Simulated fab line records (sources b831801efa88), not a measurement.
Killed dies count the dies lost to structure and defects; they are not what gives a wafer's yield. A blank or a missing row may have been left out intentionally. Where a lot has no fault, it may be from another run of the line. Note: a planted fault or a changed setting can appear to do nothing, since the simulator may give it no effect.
Which tool is to blame? / flow sky130 / 12 lots, 36 wafers sampled, at 2 steps of a route of 708

## WHAT THE GAUGES READ, wafer by wafer
SKY_CAP2M_RS_MEAS_03: the measuring method here is four-point-probe.
lot=L325; measured=day 39 11:40; on=film_metro-01; CAP2M_TIN_RS (ohm/sq)=6.80 6.80 6.83
lot=L328; measured=day 40 16:49; on=film_metro-01; CAP2M_TIN_RS (ohm/sq)=6.83 6.82 6.85
lot=L326; measured=day 40 15:05; on=film_metro-01; CAP2M_TIN_RS (ohm/sq)=6.89 6.87 6.90
lot=L327; measured=day 40 17:25; on=film_metro-04; CAP2M_TIN_RS (ohm/sq)=6.88 6.85 6.86
lot=L329; measured=day 41 03:10; on=film_metro-02; CAP2M_TIN_RS (ohm/sq)=6.85 6.89 6.89
lot=L331; measured=day 41 10:59; on=film_metro-04; CAP2M_TIN_RS (ohm/sq)=6.94 6.95 6.97
lot=L333; measured=day 42 03:46; on=film_metro-01; CAP2M_TIN_RS (ohm/sq)=6.86 6.81 6.83
lot=L334; measured=day 42 05:16; on=film_metro-04; CAP2M_TIN_RS (ohm/sq)=6.90 6.83 6.84
lot=L336; measured=day 43 03:39; on=film_metro-01; CAP2M_TIN_RS (ohm/sq)=6.90 6.90 6.86
lot=L337; measured=day 43 06:37; on=film_metro-01; CAP2M_TIN_RS (ohm/sq)=6.91 6.84 6.85
lot=L347; measured=day 46 09:31; on=film_metro-02; CAP2M_TIN_RS (ohm/sq)=6.86 6.87 6.85
lot=L346; measured=day 46 12:27; on=film_metro-01; CAP2M_TIN_RS (ohm/sq)=6.92 6.89 6.85

## WHAT TOOL EACH LOT RAN ON (gives the tool, then ch and the chambers of the sampled wafers, and finally the start)
lot=L325; SKY_CAPM_SPUTTER_02=pvd_sputter-01, day 36 02:02
lot=L328; SKY_CAPM_SPUTTER_02=pvd_sputter-04, day 37 08:20
lot=L326; SKY_CAPM_SPUTTER_02=pvd_sputter-03, day 37 09:41
lot=L327; SKY_CAPM_SPUTTER_02=pvd_sputter-03, day 37 10:33
lot=L329; SKY_CAPM_SPUTTER_02=pvd_sputter-01, day 37 20:35
lot=L331; SKY_CAPM_SPUTTER_02=pvd_sputter-03, day 38 06:22
lot=L333; SKY_CAPM_SPUTTER_02=pvd_sputter-01, day 38 21:59
lot=L334; SKY_CAPM_SPUTTER_02=pvd_sputter-01, day 39 01:39
lot=L336; SKY_CAPM_SPUTTER_02=pvd_sputter-04, day 40 00:41
lot=L337; SKY_CAPM_SPUTTER_02=pvd_sputter-01, day 40 03:51
lot=L347; SKY_CAPM_SPUTTER_02=pvd_sputter-03, day 43 14:11
lot=L346; SKY_CAPM_SPUTTER_02=pvd_sputter-01, day 43 15:11
- SKY_CAPM_SPUTTER_02: material TiN, target thk 200 nm, time 166.7 s.

## AS READ BY THE TOOLS THEMSELVES (means over the sampled wafers that have a number; for cases with no such wafer, the mark the record gives instead)
SKY_CAPM_SPUTTER_02.
lot=L325; tool=pvd_sputter-01; cathode_dc_power_W (W)=6501.2; throttle_valve_pct (%)=30.7
lot=L328; tool=pvd_sputter-04; cathode_dc_power_W (W)=6500.5; throttle_valve_pct (%)=30.0
lot=L326; tool=pvd_sputter-03; cathode_dc_power_W (W)=6500.6; throttle_valve_pct (%)=29.9
lot=L327; tool=pvd_sputter-03; cathode_dc_power_W (W)=6499.1; throttle_valve_pct (%)=29.3
lot=L329; tool=pvd_sputter-01; cathode_dc_power_W (W)=6500.1; throttle_valve_pct (%)=31.1
lot=L331; tool=pvd_sputter-03; cathode_dc_power_W (W)=6500.2; throttle_valve_pct (%)=30.4
lot=L333; tool=pvd_sputter-01; cathode_dc_power_W (W)=6499.7; throttle_valve_pct (%)=31.2
lot=L334; tool=pvd_sputter-01; cathode_dc_power_W (W)=6500.1; throttle_valve_pct (%)=31.3
lot=L336; tool=pvd_sputter-04; cathode_dc_power_W (W)=6500.3; throttle_valve_pct (%)=30.3
lot=L337; tool=pvd_sputter-01; cathode_dc_power_W (W)=6499.9; throttle_valve_pct (%)=30.7
lot=L347; tool=pvd_sputter-03; cathode_dc_power_W (W)=6499.7; throttle_valve_pct (%)=30.5
lot=L346; tool=pvd_sputter-01; cathode_dc_power_W (W)=6500.3; throttle_valve_pct (%)=31.8

## THE ANSWER, worked out from the rows above alone
Rule: usual is defined by the lots themselves. Put in order of their means at a reading, lots are off if they are a third of the lots or fewer, leave a main group of 4 or more, and stand apart from it by a gap of 3 or more times the standard deviation of the main group's means; of several such gaps the widest counts. A main group is skipped when, at the precision printed for the reading in the tables above, its means are all equal. Also off: a lot with no number at a reading for which 4 or more lots have one. The other lots that the step has rows for count as sound. The gauges are gone through in route order, then the tools' own readings, and for those a lot's mean is taken as printed above. The first step at which some lot is off is used, and at that step the reading that is off furthest; a lot without a number counts as furthest.
No lot is off at any reading shown: from this, nothing can be told.

## WHAT HAD BEEN PUT IN BY THE SIMULATOR
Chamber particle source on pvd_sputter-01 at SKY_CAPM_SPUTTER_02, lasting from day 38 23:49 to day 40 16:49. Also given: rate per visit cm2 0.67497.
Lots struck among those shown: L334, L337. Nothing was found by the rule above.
